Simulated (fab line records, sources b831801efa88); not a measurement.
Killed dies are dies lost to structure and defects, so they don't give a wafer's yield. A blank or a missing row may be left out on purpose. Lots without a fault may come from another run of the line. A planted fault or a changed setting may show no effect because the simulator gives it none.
fab line records | flow gf180mcu
record lots=14 wafers=42 last_day=34
route steps=602 shown HV_LDD@228 NSD@237 PSD@259
lots that met no fault: from a run of the same line without faults
start_h: hours from the record's first day to the start of the lot's first wafer shown | wait_h: hours since the lot's step before | " the same as in the row above | L1.1+2: a row that stands for several wafers | - no value, or no start given | * or withheld: withheld | < > ~ a bound
route shown NAME@n: a module of which the file shows steps, and the number in the route of the first | usual: mean/standard deviation of fault-free wafers | same: alike in all rows | chamber/n: place in a boat | sites: the reading at each site | _std_site: their standard deviation | _edge_site: outer sites' mean less inner sites' | radius_mm: how far each site lies from the wafer's centre | mask NAME#n: copy n | behind: the tool/chamber that last shaped the wafer | hold: why the lot was held/for how many hours/how that ended | device: the transistor (n, p or np) that didn't switch | end of line: the same wafers' tests at the end of the route | a step without rows: its recipe alone | killed: dies lost to structure and defects at the first sort, not the wafer's yield | map: a wafer's dies, x killed, . not, _ none there
set.NAME: the setting as run; set.NAME@STEP: as run at that earlier step | model.NAME: the simulator's own value behind a step, which no gauge read
steps of the route over a sample of lots; a table a step, a row a wafer
services: from which hour (start_h, from the record's first day; less than 0 if before it) a tool's chamber was out of use, for how many hours, and why
## steps
# step GF_HV_LDD_RTA_52
# recipe temp_c=1000 time_s=10 ambient=N2
# usual lamp_power_pct=31.4/2.3 wafer_temp_C_max=1005.9/2.4
# columns lot.wafer tool chamber start_h wait_h lamp_power_pct wafer_temp_C_max
L906.1 rtp_anneal-01 0 274.65 0.0 33.2 1008.4
L906.2 " 0 " " 33.3 1005.5
L906.6 " 0 " " 33.1 1007.4
L909.1 rtp_anneal-01 0 296.85 0.0 33.3 1003.3
L909.2 " 0 " " 33.2 1005.5
L909.3 " 0 " " 33.2 1006.1
L910.4 rtp_anneal-02 0 312.77 0.0 28.5 1004.5
L910.5 " 0 " " 28.5 1003.9
L910.6 " 0 " " 28.5 1003.5
L911.1 rtp_anneal-02 0 319.18 0.0 28.5 1003.3
L911.4 " 0 " " 28.5 1003.9
L911.5 " 0 " " 28.5 1003.0
L913.2 rtp_anneal-01 0 329.86 0.0 33.2 1006.5
L913.3 " 0 " " 33.2 1005.8
L913.4 " 0 " " 33.3 1007.1
L914.1 rtp_anneal-01 0 340.24 0.0 33.2 1006.9
L914.3 " 0 " " 33.2 1009.0
L914.6 " 0 " " 33.2 1005.2
L915.1 rtp_anneal-01 0 353.43 0.0 33.2 1006.3
L915.4 " 0 " " 33.2 1007.6
L915.5 " 0 " " 33.3 1007.5
L916.2 rtp_anneal-01 0 361.56 0.0 33.2 1007.4
L916.5 " 0 " " 33.2 1007.3
L916.6 " 0 " " 33.2 1007.5
L919.2 rtp_anneal-02 0 383.60 0.0 28.5 1003.9
L919.3 " 0 " " 28.5 1001.7
L919.4 " 0 " " 28.5 1002.2
L920.3 rtp_anneal-01 0 383.92 0.0 33.2 1007.2
L920.4 " 0 " " 33.3 1006.3
L920.6 " 0 " " 33.2 1006.9
L923.1 rtp_anneal-01 0 414.03 0.0 33.3 1007.9
L923.4 " 0 " " 33.2 1006.6
L923.5 " 0 " " 33.3 1008.8
L927.1 rtp_anneal-02 0 443.64 0.0 28.5 1002.6
L927.2 " 0 " " 28.5 1002.7
L927.3 " 0 " " 28.5 1002.8
L928.3 rtp_anneal-02 0 448.86 0.0 28.5 1003.5
L928.4 " 0 " " 28.4 1002.8
L928.6 " 0 " " 28.5 1003.6
L929.1 rtp_anneal-02 0 460.91 0.0 28.4 1003.5
L929.4 " 0 " " 28.5 1003.0
L929.6 " 0 " " 28.5 1003.9
# step GF_HV_LDD_THK_MEAS_55
# recipe reads=SiO2_of_HV_LDD_CVD_54
# usual HV_LDD_CVD_54_THK=9.92/0.12
# columns lot.wafer tool chamber start_h wait_h HV_LDD_CVD_54_THK[nm]
L906.1 film_metro-04 - 275.85 0.0 9.87
L906.2 " - " " 9.84
L906.6 " - " " 9.83
L909.1 film_metro-04 - 298.06 0.0 9.98
L909.2 " - " " 10.05
L909.3 " - " " 10.14
L910.4 film_metro-01 - 313.98 0.0 9.94
L910.5 " - " " 9.98
L910.6 " - " " 9.97
L911.1 film_metro-02 - 320.39 0.0 9.68
L911.4 " - " " 10.00
L911.5 " - " " 9.80
L913.2 film_metro-04 - 331.06 0.0 10.09
L913.3 " - " " 10.17
L913.4 " - " " 10.13
L914.1 film_metro-01 - 341.45 0.0 9.94
L914.3 " - " " 10.13
L914.6 " - " " 10.08
L915.1 film_metro-02 - 355.15 0.0 9.90
L915.4 " - " " 9.81
L915.5 " - " " 9.80
L916.2 film_metro-04 - 363.27 0.0 9.94
L916.5 " - " " 9.97
L916.6 " - " " 9.90
L919.2 film_metro-04 - 384.81 0.0 10.10
L919.3 " - " " 9.83
L919.4 " - " " 9.95
L920.3 film_metro-02 - 385.12 0.0 9.88
L920.4 " - " " 9.92
L920.6 " - " " 9.83
L923.1 film_metro-02 - 415.23 0.0 9.89
L923.4 " - " " 9.97
L923.5 " - " " 9.96
L927.1 film_metro-04 - 444.85 0.0 9.62
L927.2 " - " " 9.79
L927.3 " - " " 9.68
L928.3 film_metro-01 - 450.07 0.0 9.91
L928.4 " - " " 9.93
L928.6 " - " " 9.99
L929.1 film_metro-01 - 462.12 0.0 9.89
L929.4 " - " " 9.78
L929.6 " - " " 9.72
# step GF_HV_LDD_THK_MEAS_57
# recipe reads=Si3N4_of_HV_LDD_CVD_56
# usual HV_LDD_CVD_56_THK=89.8/0.74
# columns lot.wafer tool chamber start_h wait_h HV_LDD_CVD_56_THK[nm]
L906.1 film_metro-02 - 277.34 0.0 89.0
L906.2 " - " " 89.7
L906.6 " - " " 89.3
L909.1 film_metro-04 - 299.55 0.0 89.1
L909.2 " - " " 90.1
L909.3 " - " " 88.7
L910.4 film_metro-02 - 315.47 0.0 89.2
L910.5 " - " " 89.1
L910.6 " - " " 89.1
L911.1 film_metro-02 - 321.87 0.0 92.1
L911.4 " - " " 90.7
L911.5 " - " " 91.5
L913.2 film_metro-04 - 332.55 0.0 89.9
L913.3 " - " " 89.1
L913.4 " - " " 88.9
L914.1 film_metro-02 - 342.94 0.0 89.7
L914.3 " - " " 89.6
L914.6 " - " " 89.6
L915.1 film_metro-02 - 356.63 0.0 89.0
L915.4 " - " " 89.7
L915.5 " - " " 88.9
L916.2 film_metro-02 - 365.48 0.0 89.5
L916.5 " - " " 88.9
L916.6 " - " " 89.1
L919.2 film_metro-01 - 386.30 0.0 89.4
L919.3 " - " " 90.6
L919.4 " - " " 90.0
L920.3 film_metro-02 - 386.61 0.0 91.0
L920.4 " - " " 90.9
L920.6 " - " " 91.1
L923.1 film_metro-02 - 416.72 0.0 90.2
L923.4 " - " " 89.7
L923.5 " - " " 90.0
L927.1 film_metro-01 - 446.34 0.0 89.6
L927.2 " - " " 89.1
L927.3 " - " " 89.6
L928.3 film_metro-01 - 451.55 0.0 90.9
L928.4 " - " " 90.5
L928.6 " - " " 90.1
L929.1 film_metro-02 - 463.61 0.0 89.7
L929.4 " - " " 90.0
L929.6 " - " " 90.0
# step GF_NSD_COAT_02
# recipe resist=NOVOLAK spin_rpm=3000 resist_thk_nm=1000
# usual chill_plate_temp_C=22.99/0.11 dispense_pressure_kPa=45/4.9
# columns lot.wafer tool chamber start_h wait_h chill_plate_temp_C dispense_pressure_kPa
L906.1 litho_track-02 0 286.06 0.1 23.08 53
L906.2 " 0 " " 23.21 53
L906.6 " 0 " " 23.13 53
L909.1 litho_track-02 0 309.26 0.1 22.83 53
L909.2 " 0 " " 22.90 53
L909.3 " 0 " " 22.91 53
L910.4 litho_track-01 0 325.37 0.1 22.97 42
L910.5 " 0 " " 23.09 42
L910.6 " 0 " " 23.04 42
L911.1 litho_track-02 0 331.31 0.1 23.05 53
L911.4 " 0 " " 23.02 53
L911.5 " 0 " " 23.10 53
L913.2 litho_track-03 0 343.80 0.1 22.90 42
L913.3 " 0 " " 22.84 42
L913.4 " 0 " " 22.92 42
L914.1 litho_track-01 0 352.84 0.1 23.04 42
L914.3 " 0 " " 23.08 42
L914.6 " 0 " " 23.15 42
L915.1 litho_track-02 0 368.11 0.1 23.03 53
L915.4 " 0 " " 22.94 53
L915.5 " 0 " " 23.03 53
L916.2 litho_track-01 0 376.42 0.1 22.93 42
L916.5 " 0 " " 23.02 42
L916.6 " 0 " " 22.96 42
L919.2 litho_track-01 - 397.22 0.1 - -
L919.3 " - " " - -
L919.4 " - " " - -
L920.3 litho_track-02 - 397.81 0.1 - -
L920.4 " - " " - -
L920.6 " - " " - -
L923.1 litho_track-01 0 428.09 0.1 22.86 42
L923.4 " 0 " " 22.91 42
L923.5 " 0 " " 22.96 42
L927.1 litho_track-03 0 458.08 0.1 22.89 42
L927.2 " 0 " " 23.11 42
L927.3 " 0 " " 22.97 42
L928.3 litho_track-03 0 463.63 0.1 22.90 42
L928.4 " 0 " " 22.88 42
L928.6 " 0 " " 22.75 42
L929.1 litho_track-02 0 475.71 0.1 22.92 53
L929.4 " 0 " " 22.93 53
L929.6 " 0 " " 22.93 53
# step GF_NSD_CD_MEAS_07
# recipe target_cd_nm=400
# usual cd_nm=399.6/2.1
# columns lot.wafer tool chamber start_h wait_h cd_nm
L906.1 cd_sem-01 - 296.24 0.1 404.5
L906.2 " - " " 402.5
L906.6 " - " " 403.1
L909.1 cd_sem-01 - 320.14 0.1 399.2
L909.2 " - " " 397.5
L909.3 " - " " 398.7
L910.4 cd_sem-02 - 336.17 0.1 398.8
L910.5 " - " " 398.8
L910.6 " - " " 401.7
L911.1 cd_sem-01 - 342.81 0.1 401.2
L911.4 " - " " 402.0
L911.5 " - " " 398.5
L913.2 cd_sem-02 - 354.46 0.1 397.7
L913.3 " - " " 399.1
L913.4 " - " " 395.7
L914.1 cd_sem-02 - 364.28 0.1 396.3
L914.3 " - " " 396.5
L914.6 " - " " 398.2
L915.1 cd_sem-02 - 378.99 0.1 400.4
L915.4 " - " " 402.6
L915.5 " - " " 401.5
L916.2 cd_sem-02 - 388.08 0.1 396.8
L916.5 " - " " 394.6
L916.6 " - " " 394.5
L919.2 cd_sem-02 - 409.26 0.1 -
L919.3 " - " " -
L919.4 " - " " -
L920.3 cd_sem-02 - 409.67 0.1 -
L920.4 " - " " -
L920.6 " - " " -
L923.1 cd_sem-01 - 440.66 0.1 405.1
L923.4 " - " " 400.3
L923.5 " - " " 402.5
L927.1 cd_sem-02 - 470.41 0.1 401.7
L927.2 " - " " 402.0
L927.3 " - " " 400.5
L928.3 cd_sem-01 - 476.07 0.1 398.0
L928.4 " - " " 399.6
L928.6 " - " " 401.0
L929.1 cd_sem-02 - 487.74 0.1 398.9
L929.4 " - " " 396.6
L929.6 " - " " 396.8
# step GF_PSD_TW_MEAS_11
# usual PSD_TW=3171/26
# columns lot.wafer tool chamber start_h wait_h PSD_TW
L906.1 film_metro-03 - 317.20 0.1 3177
L906.2 " - " " 3199
L906.6 " - " " 3165
L909.1 film_metro-02 - 341.63 0.1 3202
L909.2 " - " " 3202
L909.3 " - " " 3205
L910.4 film_metro-02 - 358.51 0.1 3205
L910.5 " - " " 3193
L910.6 " - " " 3194
L911.1 film_metro-03 - 365.62 0.1 3188
L911.4 " - " " 3200
L911.5 " - " " 3191
L913.2 film_metro-04 - 377.41 0.1 3153
L913.3 " - " " 3167
L913.4 " - " " 3146
L914.1 film_metro-03 - 387.18 0.1 3188
L914.3 " - " " 3161
L914.6 " - " " 3189
L915.1 film_metro-03 - 403.05 0.1 3159
L915.4 " - " " 3162
L915.5 " - " " 3173
L916.2 film_metro-04 - 412.59 0.1 3115
L916.5 " - " " 3112
L916.6 " - " " 3125
L919.2 film_metro-02 - 433.28 0.1 4257
L919.3 " - " " 4255
L919.4 " - " " 4245
L920.3 film_metro-03 - 433.89 0.1 4244
L920.4 " - " " 4213
L920.6 " - " " 4266
L923.1 film_metro-04 - 465.11 0.1 3125
L923.4 " - " " 3130
L923.5 " - " " 3142
L927.1 film_metro-03 - 494.70 0.1 3176
L927.2 " - " " 3187
L927.3 " - " " 3167
L928.3 film_metro-02 - 500.60 0.1 3174
L928.4 " - " " 3192
L928.6 " - " " 3183
L929.1 film_metro-04 - 512.10 0.1 3163
L929.4 " - " " 3167
L929.6 " - " " 3158
## services
# columns tool chamber start_h hours kind
litho_track-02 - 450.51 - consumable_replace:filter
## key
first_sign step=GF_NSD_COAT_02 reading=tool_record direction=missing
effect step=GF_NSD_CD_MEAS_07 reading=cd_nm direction=missing
effect step=GF_PSD_TW_MEAS_11 reading=PSD_TW direction=up sigmas=41 usual=3171 struck=4247
met_at GF_NSD_COAT_02
struck_lots L919,L920
sort_left_out L919.2,L919.3,L919.4,L920.3,L920.4,L920.6
tester_left_out L919,L920
not_acting_at GF_HV_LDD_RTA_52,GF_HV_LDD_THK_MEAS_55,GF_HV_LDD_THK_MEAS_57
onset_between 376.42 397.22
fault kind=skipped_step_whole tool=litho_track-01,litho_track-02 chamber=- onset_h=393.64 steps=GF_NSD_COAT_02 scope=struck_lots_only
# tester_left_out: of these lots the tester's yield and bins aren't shown, on N5 and GAA mostly nor the transistor test; their killed dies are dies lost to structure and defects alone, not to doping, threshold or leakage, so they don't give the yield
# sort_left_out: the simulated sort isn't trusted on such a fault, so these wafers' sort isn't shown, and their yield isn't known
